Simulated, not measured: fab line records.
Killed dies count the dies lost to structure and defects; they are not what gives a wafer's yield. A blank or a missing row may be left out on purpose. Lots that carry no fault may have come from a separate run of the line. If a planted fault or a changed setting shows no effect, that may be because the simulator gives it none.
Split-lot trial ; flow gf180mcu ; 23 wafers read from 5 lots, route of 602 steps

== SPLIT DETAILS ==
At GF_M1_SPUTTER_02 (material AlCu, target thk 450 nm, time 23.9 s), the setting chamber_pressure_pa was moved away from the recipe's 0.4 Pa on 20 of the 23 wafers read, by -13.1% to +7.5%. All remaining wafers had this setting at the recipe value.

== FROM THE SPLIT TO THE READING: what the file shows between them, 3 steps ==
- GF_M1_SPUTTER_03: material Ti, target thk 10 nm, time 6.7 s
- GF_M1_SPUTTER_04: material TiN, target thk 50 nm, time 41.7 s
- GF_M1_RS_MEAS_05: measures by four-point-probe

== THE READING ==
M1_ALCU_THK, in nm, at GF_M1_THK_MEAS_06 (measures by xrf). Fault-free wafers of this fab line usually give 451 nm, standard deviation 5.2 nm.

wafer;tool, chamber at the split;chamber_pressure_pa as run, Pa;against the recipe;M1_ALCU_THK, nm;against lot-mates on the recipe
L079.1;pvd_sputter-01, -;0.3475;-13.1%;472;no lot-mate on the recipe
L079.2;pvd_sputter-01, -;0.3475;-13.1%;474;no lot-mate on the recipe
L079.4;pvd_sputter-01, -;0.3475;-13.1%;473;no lot-mate on the recipe
L079.5;pvd_sputter-01, -;0.3475;-13.1%;474;no lot-mate on the recipe
L079.6;pvd_sputter-01, -;0.3475;-13.1%;472;no lot-mate on the recipe
L082.2;pvd_sputter-02, -;0.4298;+7.5%;443;no lot-mate on the recipe
L082.3;pvd_sputter-02, -;0.4298;+7.5%;445;no lot-mate on the recipe
L082.4;pvd_sputter-02, -;0.4298;+7.5%;446;no lot-mate on the recipe
L082.5;pvd_sputter-02, -;0.4298;+7.5%;445;no lot-mate on the recipe
L082.6;pvd_sputter-02, -;0.4298;+7.5%;438;no lot-mate on the recipe
L083.2;pvd_sputter-01, -;0.4;recipe;452;-
L083.4;pvd_sputter-01, -;0.4;recipe;447;-
L083.5;pvd_sputter-01, -;0.4;recipe;448;-
L084.1;pvd_sputter-03, -;0.4281;+7.0%;448;no lot-mate on the recipe
L084.2;pvd_sputter-03, -;0.4281;+7.0%;444;no lot-mate on the recipe
L084.3;pvd_sputter-03, -;0.4281;+7.0%;441;no lot-mate on the recipe
L084.5;pvd_sputter-03, -;0.4281;+7.0%;445;no lot-mate on the recipe
L084.6;pvd_sputter-03, -;0.4281;+7.0%;443;no lot-mate on the recipe
L085.1;pvd_sputter-02, -;0.4198;+4.9%;443;no lot-mate on the recipe
L085.2;pvd_sputter-02, -;0.4198;+4.9%;444;no lot-mate on the recipe
L085.3;pvd_sputter-02, -;0.4198;+4.9%;448;no lot-mate on the recipe
L085.4;pvd_sputter-02, -;0.4198;+4.9%;442;no lot-mate on the recipe
L085.6;pvd_sputter-02, -;0.4198;+4.9%;443;no lot-mate on the recipe

THE FIT
A straight line over all 23 wafers: M1_ALCU_THK changes by -1.46 nm for each +1% of chamber_pressure_pa; r = -0.97; the points scatter about the line by 3 nm.
Too few moved wafers have a lot-mate on the recipe to fit a line with each lot's own level taken away.

== THE WHOLE CHAIN: every reading that the file lists as answering this split, in the file's order ==
step;what it does;reading;change (the file's fit);r (the file's)
GF_M1_SPUTTER_02;material AlCu, target thk 450 nm, time 23.9 s;AlCu_of_M1_SPUTTER_02.thk_nm (the simulator's own value, which no gauge read);-1.47 nm for each +1% of the setting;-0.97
GF_M1_RS_MEAS_05;measures by four-point-probe;M1_ALCU_RS;+0.000258 for each +1% of the setting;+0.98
GF_M1_THK_MEAS_06;measures by xrf;M1_ALCU_THK;-1.45 for each +1% of the setting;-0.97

== THE FILE'S OWN FIT ==
M1_ALCU_THK changes by -1.45 nm for each +1% of chamber_pressure_pa, r = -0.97.
